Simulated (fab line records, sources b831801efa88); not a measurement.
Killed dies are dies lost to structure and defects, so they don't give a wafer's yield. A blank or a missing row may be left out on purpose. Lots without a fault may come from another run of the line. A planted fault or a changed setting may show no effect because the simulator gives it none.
Which tool did it? | flow sky130 | 6 lots, 18 wafers sampled, at 1 step of a route of 708

WHAT THE GAUGES READ, wafer by wafer
SKY_SONOS_ONO_CD_MEAS_13: target cd 410 nm.
lot  | measured     | on        | cd_nm (nm)
L427 | day 12 13:34 | cd_sem-02 | 412.8 412.4 412.1
L431 | day 15 13:38 | cd_sem-01 | 411.4 410.8 411.2
L434 | day 16 02:13 | cd_sem-02 | 408.6 409.5 411.2
L436 | day 16 02:47 | cd_sem-02 | 410.5 410.6 409.9
L439 | day 17 11:05 | cd_sem-01 | 407.7 407.7 407.8
L447 | day 20 09:40 | cd_sem-01 | 408.9 408.5 406.7

WHICH TOOL RAN EACH LOT (tool, then ch and the chambers of the sampled wafers, then the start)
The record holds no process step before these readings.

THE ANSWER, worked out from the rows above alone
Rule: what is usual is taken from the lots themselves. Put in order of their means at a reading, lots are off if they are a third of the lots or fewer, leave a main group of 4 or more, and stand apart from it by a gap of 3 or more times the standard deviation of the main group's means; of several such gaps the widest counts. A main group whose means are all the same, to the digits that the tables above print for the reading, isn't used. A lot without any number at a reading at which 4 lots or more have one is off too. The other lots that the step has rows for count as sound.
No lot is off at any reading shown: from this, nothing can be told.

WHAT THE SIMULATOR HAD PUT IN
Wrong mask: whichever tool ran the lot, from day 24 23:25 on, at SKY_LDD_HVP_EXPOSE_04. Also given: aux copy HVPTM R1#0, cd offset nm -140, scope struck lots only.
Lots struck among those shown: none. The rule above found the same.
